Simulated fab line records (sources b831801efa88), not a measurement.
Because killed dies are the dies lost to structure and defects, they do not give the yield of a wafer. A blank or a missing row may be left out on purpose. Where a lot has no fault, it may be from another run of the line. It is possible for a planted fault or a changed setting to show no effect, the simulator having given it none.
fab line records :: flow sky130 :: part 2 of 2: steps 31 to 31 of 31
record:
  lots: 7
  wafers: 19
  last_day: 50
route steps=708 shown LI_CONTACT@375 LOCAL_INTERCONNECT@387 PAD_OPEN@708
lots with no fault: from the same line, run without faults
start_h: the number of hours between the record's first day and the start of the first shown wafer of the lot :: wait_h: time in hours since the lot's previous step :: " identical to the entry in the row above :: L1.1+2: a row that stands for several wafers :: - either no value or no given start :: * or withheld: withheld :: < > ~ a bound
route shown NAME@n: NAME is a module with steps in the file, n the number in the route of the first one :: usual: mean and standard deviation over wafers with no fault :: same: alike in all rows :: chamber/n: place in a boat :: sites: readings site by site :: _std_site: standard deviation across them :: _edge_site: mean of outer sites minus mean of inner sites :: radius_mm: for every site, how far away it sits from the centre of the wafer :: mask NAME#n: copy n :: behind: the last tool/chamber to shape the wafer :: hold: cause of the lot's hold/its duration in hours/its outcome :: device: the transistor (n, p or np) that didn't switch :: end of line: at the end of the route, the tests of the same wafers :: where a step has no rows: the recipe by itself :: killed: count of dies lost to structure and defects at first sort (not the wafer's yield) :: map: shows each die of a wafer: x if killed, . if not, _ if none is there
set.NAME: setting as actually run; set.NAME@STEP: the setting as run at that earlier step :: model.NAME: the simulator's own value behind a step, which no gauge read
lots at selected steps of the route; one table per step, one row per wafer
services: when a tool's chamber went out of use (start_h, in hours from the record's first day, below 0 if earlier), for how many hours, and the reason
== steps ==
step: SKY_PAD_OPEN_PROBE_99
usual:
  killed_at_M0_to_M3: 44/7.5
  killed_at_M4_up: 2.9/1.8
  killed_at_contacts: 24/5.1
  killed_at_front_end: 16/4.7
  killed_at_other: 0.3/0.46
  killed_dies: 87/9.9
  killed_open: 47/8
  killed_short: 39/6.3
same:
  gross_dies: 492
  killed_at_back_side: 0
lot.wafer: L961.2
tool: prober-01
chamber: -
start_h: 1085.05
wait_h: 0.1
killed_at_M0_to_M3: 38
killed_at_M4_up: 4
killed_at_contacts: 24
killed_at_front_end: 18
killed_at_other: 0
killed_dies: 84
killed_open: 45
killed_short: 39
model.etest.res_li.line_ohm_um: 74.89
model.etest.res_li.rs_ohm_sq: 12.77

lot.wafer: L961.3
tool: prober-01
chamber: -
start_h: 1085.10
wait_h: 0.2
killed_at_M0_to_M3: 37
killed_at_M4_up: 3
killed_at_contacts: 28
killed_at_front_end: 15
killed_at_other: 0
killed_dies: 83
killed_open: 46
killed_short: 36
model.etest.res_li.line_ohm_um: 73.9
model.etest.res_li.rs_ohm_sq: 12.55

lot.wafer: L961.5
tool: prober-01
chamber: -
start_h: 1085.20
wait_h: 0.2
killed_at_M0_to_M3: 41
killed_at_M4_up: 5
killed_at_contacts: 27
killed_at_front_end: 11
killed_at_other: 0
killed_dies: 84
killed_open: 49
killed_short: 35
model.etest.res_li.line_ohm_um: 75.49
model.etest.res_li.rs_ohm_sq: 12.57

lot.wafer: L963.1
tool: prober-02
chamber: -
start_h: 1102.35
wait_h: 0.1
killed_at_M0_to_M3: 52
killed_at_M4_up: 1
killed_at_contacts: 22
killed_at_front_end: 22
killed_at_other: 0
killed_dies: 97
killed_open: 60
killed_short: 37
model.etest.res_li.line_ohm_um: 82.57
model.etest.res_li.rs_ohm_sq: 14.17

lot.wafer: L963.4
tool: prober-02
chamber: -
start_h: 1102.50
wait_h: 0.2
killed_at_M0_to_M3: 34
killed_at_M4_up: 5
killed_at_contacts: 19
killed_at_front_end: 12
killed_at_other: 0
killed_dies: 70
killed_open: 38
killed_short: 32
model.etest.res_li.line_ohm_um: 84.89
model.etest.res_li.rs_ohm_sq: 14.49

lot.wafer: L964.4
tool: prober-01
chamber: -
start_h: 1103.85
wait_h: 0.2
killed_at_M0_to_M3: 53
killed_at_M4_up: 1
killed_at_contacts: 28
killed_at_front_end: 16
killed_at_other: 0
killed_dies: 98
killed_open: 55
killed_short: 43
model.etest.res_li.line_ohm_um: 81.59
model.etest.res_li.rs_ohm_sq: 14.09

lot.wafer: L964.6
tool: prober-01
chamber: -
start_h: 1103.95
wait_h: 0.2
killed_at_M0_to_M3: 41
killed_at_M4_up: 0
killed_at_contacts: 29
killed_at_front_end: 14
killed_at_other: 1
killed_dies: 85
killed_open: 46
killed_short: 38
model.etest.res_li.line_ohm_um: 75.12
model.etest.res_li.rs_ohm_sq: 12.67

lot.wafer: L966.1
tool: prober-02
chamber: -
start_h: 1117.30
wait_h: 0.1
killed_at_M0_to_M3: 41
killed_at_M4_up: 5
killed_at_contacts: 14
killed_at_front_end: 10
killed_at_other: 0
killed_dies: 70
killed_open: 31
killed_short: 39
model.etest.res_li.line_ohm_um: 84.72
model.etest.res_li.rs_ohm_sq: 14.27

lot.wafer: L966.5
tool: prober-02
chamber: -
start_h: 1117.50
wait_h: 0.2
killed_at_M0_to_M3: 43
killed_at_M4_up: 4
killed_at_contacts: 32
killed_at_front_end: 10
killed_at_other: 1
killed_dies: 90
killed_open: 41
killed_short: 49
model.etest.res_li.line_ohm_um: 76.31
model.etest.res_li.rs_ohm_sq: 13.04

lot.wafer: L966.6
tool: prober-02
chamber: -
start_h: 1117.55
wait_h: 0.2
killed_at_M0_to_M3: 30
killed_at_M4_up: 5
killed_at_contacts: 14
killed_at_front_end: 17
killed_at_other: 1
killed_dies: 67
killed_open: 28
killed_short: 39
model.etest.res_li.line_ohm_um: 75.29
model.etest.res_li.rs_ohm_sq: 12.92

lot.wafer: L972.1
tool: prober-01
chamber: -
start_h: 1153.32
wait_h: 0.1
killed_at_M0_to_M3: 53
killed_at_M4_up: 3
killed_at_contacts: 19
killed_at_front_end: 22
killed_at_other: 0
killed_dies: 97
killed_open: 51
killed_short: 46
model.etest.res_li.line_ohm_um: 75.5
model.etest.res_li.rs_ohm_sq: 12.79

lot.wafer: L972.2
tool: prober-01
chamber: -
start_h: 1153.37
wait_h: 0.1
killed_at_M0_to_M3: 41
killed_at_M4_up: 3
killed_at_contacts: 28
killed_at_front_end: 18
killed_at_other: 0
killed_dies: 90
killed_open: 51
killed_short: 39
model.etest.res_li.line_ohm_um: 74.92
model.etest.res_li.rs_ohm_sq: 12.79

lot.wafer: L972.3
tool: prober-01
chamber: -
start_h: 1153.42
wait_h: 0.2
killed_at_M0_to_M3: 31
killed_at_M4_up: 3
killed_at_contacts: 19
killed_at_front_end: 14
killed_at_other: 0
killed_dies: 67
killed_open: 35
killed_short: 28
model.etest.res_li.line_ohm_um: 73.81
model.etest.res_li.rs_ohm_sq: 12.63

lot.wafer: L975.1
tool: prober-02
chamber: -
start_h: 1163.50
wait_h: 0.1
killed_at_M0_to_M3: 34
killed_at_M4_up: 1
killed_at_contacts: 31
killed_at_front_end: 10
killed_at_other: 0
killed_dies: 76
killed_open: 40
killed_short: 36
model.etest.res_li.line_ohm_um: 73.97
model.etest.res_li.rs_ohm_sq: 12.74

lot.wafer: L975.5
tool: prober-02
chamber: -
start_h: 1163.70
wait_h: 0.2
killed_at_M0_to_M3: 37
killed_at_M4_up: 3
killed_at_contacts: 25
killed_at_front_end: 16
killed_at_other: 0
killed_dies: 81
killed_open: 37
killed_short: 43
model.etest.res_li.line_ohm_um: 74.77
model.etest.res_li.rs_ohm_sq: 12.94

lot.wafer: L975.6
tool: prober-02
chamber: -
start_h: 1163.75
wait_h: 0.2
killed_at_M0_to_M3: 41
killed_at_M4_up: 5
killed_at_contacts: 33
killed_at_front_end: 15
killed_at_other: 0
killed_dies: 94
killed_open: 52
killed_short: 42
model.etest.res_li.line_ohm_um: 74.47
model.etest.res_li.rs_ohm_sq: 12.86

lot.wafer: L983.1
tool: prober-02
chamber: -
start_h: 1198.20
wait_h: 0.1
killed_at_M0_to_M3: 56
killed_at_M4_up: 1
killed_at_contacts: 22
killed_at_front_end: 24
killed_at_other: 0
killed_dies: 103
killed_open: 61
killed_short: 42
model.etest.res_li.line_ohm_um: 75.89
model.etest.res_li.rs_ohm_sq: 12.54

lot.wafer: L983.3
tool: prober-02
chamber: -
start_h: 1198.30
wait_h: 0.2
killed_at_M0_to_M3: 34
killed_at_M4_up: 2
killed_at_contacts: 28
killed_at_front_end: 25
killed_at_other: 0
killed_dies: 89
killed_open: 49
killed_short: 39
model.etest.res_li.line_ohm_um: 76.69
model.etest.res_li.rs_ohm_sq: 12.72

lot.wafer: L983.4
tool: prober-02
chamber: -
start_h: 1198.35
wait_h: 0.2
killed_at_M0_to_M3: 42
killed_at_M4_up: 6
killed_at_contacts: 27
killed_at_front_end: 18
killed_at_other: 1
killed_dies: 94
killed_open: 43
killed_short: 50
model.etest.res_li.line_ohm_um: 76.65
model.etest.res_li.rs_ohm_sq: 12.85
killed by level:class
L961.2 CONTACT:geometric_particle:open=7 FIELD_ISO:geometric_particle:short=7 VIA1:geometric_particle:open=7 VIA2:geometric_particle:open=7 METAL2:geometric_particle:short=6 LI_CONTACT:geometric_particle:open=5 VIA3:geometric_particle:open=5 FIELD_ISO:geometric_particle:open=4
L961.3 VIA1:geometric_particle:open=10 LI_CONTACT:geometric_particle:open=9 METAL1:geometric_particle:short=6 CONTACT:geometric_particle:open=5 VIA2:geometric_particle:open=5 FIELD_ISO:geometric_particle:short=4 POLY_GATE:geometric_particle:open=4 LI_CONTACT:geometric_particle:short=4
L961.5 LI_CONTACT:geometric_particle:open=10 VIA1:geometric_particle:open=9 CONTACT:geometric_particle:open=6 VIA2:geometric_particle:open=5 CONTACT:geometric_particle:short=5 VIA3:geometric_particle:open=5 FIELD_ISO:geometric_particle:open=4 POLY_GATE:geometric_particle:open=4
L963.1 CONTACT:geometric_particle:open=12 VIA1:geometric_particle:open=12 VIA2:geometric_particle:open=11 FIELD_ISO:geometric_particle:open=8 VIA1:geometric_particle:short=8 FIELD_ISO:geometric_particle:short=5 LI_CONTACT:geometric_particle:open=4 LOCAL_INTERCONNECT:geometric_particle:short=4
L963.4 LI_CONTACT:geometric_particle:open=8 VIA2:geometric_particle:open=8 METAL1:geometric_particle:short=6 CONTACT:geometric_particle:open=5 VIA3:geometric_particle:open=5 METAL4:geometric_particle:short=5 FIELD_ISO:geometric_particle:open=3 POLY_GATE:geometric_particle:short=3
L964.4 VIA1:geometric_particle:open=18 CONTACT:geometric_particle:open=9 VIA3:geometric_particle:open=7 LI_CONTACT:geometric_particle:short=6 METAL2:geometric_particle:short=5 LI_CONTACT:geometric_particle:open=5 CONTACT:geometric_particle:short=5 METAL1:geometric_particle:short=4
L964.6 CONTACT:geometric_particle:open=9 METAL2:geometric_particle:short=9 VIA1:geometric_particle:open=9 LI_CONTACT:geometric_particle:open=8 VIA2:geometric_particle:open=5 VIA1:geometric_particle:short=5 LOCAL_INTERCONNECT:geometric_particle:short=4 METAL1:geometric_particle:short=4
L966.1 VIA1:geometric_particle:open=7 METAL1:geometric_particle:short=7 CONTACT:geometric_particle:open=6 METAL2:geometric_particle:short=6 FIELD_ISO:geometric_particle:short=5 VIA2:geometric_particle:short=5 LI_CONTACT:geometric_particle:open=4 VIA3:geometric_particle:open=4
L966.5 CONTACT:geometric_particle:open=11 METAL1:geometric_particle:short=9 CONTACT:geometric_particle:short=8 METAL2:geometric_particle:short=8 LI_CONTACT:geometric_particle:open=7 VIA1:geometric_particle:open=6 VIA3:geometric_particle:open=6 VIA2:geometric_particle:open=5
L966.6 METAL2:geometric_particle:short=8 FIELD_ISO:geometric_particle:open=7 LOCAL_INTERCONNECT:geometric_particle:short=5 CONTACT:geometric_particle:open=5 FIELD_ISO:geometric_particle:short=4 METAL1:geometric_particle:short=4 POLY_GATE:geometric_particle:short=3 LI_CONTACT:geometric_particle:open=3
L972.1 VIA1:geometric_particle:open=12 FIELD_ISO:geometric_particle:short=10 CONTACT:geometric_particle:open=8 VIA3:geometric_particle:open=7 VIA3:geometric_particle:short=7 VIA2:geometric_particle:open=6 METAL2:geometric_particle:short=5 FIELD_ISO:geometric_particle:open=4
L972.2 VIA1:geometric_particle:open=12 CONTACT:geometric_particle:open=8 POLY_GATE:geometric_particle:short=7 METAL1:geometric_particle:short=7 LI_CONTACT:geometric_particle:open=6 VIA2:geometric_particle:open=6 POLY_GATE:geometric_particle:open=5 CONTACT:geometric_particle:short=5
L972.3 VIA2:geometric_particle:open=10 CONTACT:geometric_particle:short=6 VIA3:geometric_particle:open=6 CONTACT:geometric_particle:open=5 LI_CONTACT:geometric_particle:open=4 LOCAL_INTERCONNECT:geometric_particle:short=4 VIA1:geometric_particle:open=4 POLY_GATE:geometric_particle:short=3
L975.1 CONTACT:geometric_particle:open=11 CONTACT:geometric_particle:short=11 VIA1:geometric_particle:open=11 VIA3:geometric_particle:short=5 LI_CONTACT:geometric_particle:open=4 LOCAL_INTERCONNECT:geometric_particle:short=4 METAL1:geometric_particle:short=4 VIA2:geometric_particle:open=4
L975.5 CONTACT:geometric_particle:open=8 METAL2:geometric_particle:short=7 VIA3:geometric_particle:open=7 FIELD_ISO:geometric_particle:short=6 VIA1:geometric_particle:open=6 LOCAL_INTERCONNECT:geometric_particle:short=5 CONTACT:geometric_particle:short=5 LI_CONTACT:geometric_particle:open=4
L975.6 CONTACT:geometric_particle:open=13 VIA1:geometric_particle:open=9 LI_CONTACT:geometric_particle:open=8 METAL1:geometric_particle:short=8 VIA3:geometric_particle:open=6 FIELD_ISO:geometric_particle:short=5 LOCAL_INTERCONNECT:geometric_particle:short=5 METAL4:geometric_particle:short=5
L983.1 CONTACT:geometric_particle:open=14 VIA1:geometric_particle:open=11 VIA2:geometric_particle:open=10 VIA3:geometric_particle:open=9 POLY_GATE:geometric_particle:short=7 FIELD_ISO:geometric_particle:short=6 VIA2:geometric_particle:short=6 POLY_GATE:geometric_particle:open=5
L983.3 CONTACT:geometric_particle:open=10 FIELD_ISO:geometric_particle:open=8 VIA1:geometric_particle:open=7 VIA3:geometric_particle:open=7 FIELD_ISO:geometric_particle:short=6 METAL1:geometric_particle:short=6 LI_CONTACT:geometric_particle:open=5 VIA2:geometric_particle:open=5
L983.4 VIA1:geometric_particle:open=9 FIELD_ISO:geometric_particle:short=7 LI_CONTACT:geometric_particle:open=7 CONTACT:geometric_particle:short=7 VIA3:geometric_particle:open=6 METAL4:geometric_particle:short=6 CONTACT:geometric_particle:open=5 VIA1:geometric_particle:short=5
== services ==
tool: cmp-02
chamber: -
start_h: 696.19
hours: 0.7
kind: repair

tool: rie_diel-03
chamber: 0
start_h: 698.99
hours: 3.4
kind: repair

tool: rie_diel-03
chamber: 1
start_h: 700.62
hours: 23.7
kind: repair

tool: pvd_sputter-03
chamber: -
start_h: 706.45
hours: 8.1
kind: repair

tool: plasma_asher-02
chamber: -
start_h: 715.90
hours: 0.7
kind: repair

tool: plasma_asher-02
chamber: -
start_h: 733.75
hours: 9.0
kind: pm

tool: rie_metal-04
chamber: -
start_h: 735.27
hours: 2.8
kind: pm

tool: cmp-02
chamber: -
start_h: 744.19
hours: 4.0
kind: pm

tool: plasma_asher-01
chamber: -
start_h: 768.38
hours: 1.8
kind: repair

tool: rie_metal-04
chamber: -
start_h: 769.61
hours: 14.6
kind: pm

tool: pvd_sputter-01
chamber: -
start_h: 789.80
hours: 9.3
kind: repair

tool: rie_diel-03
chamber: 2
start_h: 803.68
hours: 7.2
kind: repair

tool: rie_metal-03
chamber: -
start_h: 814.31
hours: 0.2
kind: repair

tool: rie_diel-03
chamber: 2
start_h: 818.76
hours: 19.9
kind: repair

tool: rie_metal-03
chamber: -
start_h: 822.28
hours: 2.8
kind: pm

tool: cmp-02
chamber: -
start_h: 826.83
hours: 1.9
kind: repair

tool: pvd_sputter-03
chamber: -
start_h: 830.58
hours: 4.7
kind: repair

tool: plasma_asher-01
chamber: -
start_h: 833.81
hours: 2.8
kind: pm

tool: pvd_sputter-01
chamber: -
start_h: 836.60
hours: 7.2
kind: repair

tool: cmp-02
chamber: -
start_h: 856.16
hours: 11.8
kind: repair

tool: wet_bench-03
chamber: -
start_h: 859.85
hours: 2.3
kind: repair

tool: plasma_asher-01
chamber: -
start_h: 862.77
hours: 2.9
kind: repair

tool: rie_diel-03
chamber: 0
start_h: 863.22
hours: 7.2
kind: repair

tool: cmp-02
chamber: -
start_h: 867.97
hours: 5.5
kind: pm
== key ==
first_sign:
  step: SKY_LOCAL_INTERCONNECT_RS_MEAS_01
  reading: LOCAL_INTERCONNECT_TIN_RS
  direction: up
  sigmas: 9.5
  usual: 14.18
  struck: 15.88
effect:
  step: SKY_LOCAL_INTERCONNECT_THK_MEAS_02
  reading: LOCAL_INTERCONNECT_TIN_THK
  direction: down
  sigmas: 8.1
  usual: 99.8
  struck: 89.4
effect:
  step: SKY_LOCAL_INTERCONNECT_METAL_ETCH_14
  reading: oes_product_au
  direction: down
  sigmas: 7
  usual: 0.939
  struck: 0.882
model_effect:
  step: SKY_LOCAL_INTERCONNECT_SPUTTER_00
  value: TiN_of_LOCAL_INTERCONNECT_SPUTTER_00.thk_nm
  without: 99.56
  struck: 89.61
model_effect:
  step: SKY_LOCAL_INTERCONNECT_STRIP_16
  value: TiN_of_LOCAL_INTERCONNECT_SPUTTER_00.thk_nm
  without: 99.14
  struck: 89.19
model_effect:
  step: SKY_PAD_OPEN_PROBE_99
  value: etest.res_li.line_ohm_um
  without: 75.13
  struck: 83.44
met_at SKY_LOCAL_INTERCONNECT_SPUTTER_00
struck_wafers L963.1,L963.4,L964.4,L966.1
tester_left_out L963,L964,L966
fault:
  kind: process_parameter_drift
  tool: pvd_sputter-01
  chamber: -
  onset_h: 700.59
  steps: SKY_LOCAL_INTERCONNECT_SPUTTER_00
  channel: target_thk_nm
  offset: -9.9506
  shape: step
  end_h: 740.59
  scope: struck_wafers_only
  acts_in: these_recipes_only
  stated: 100
tester_left_out: of these lots the tester's yield and bins aren't shown, on N5 and GAA mostly nor the transistor test; their killed dies are dies lost to structure and defects alone, not to doping, threshold or leakage, so they don't give the yield
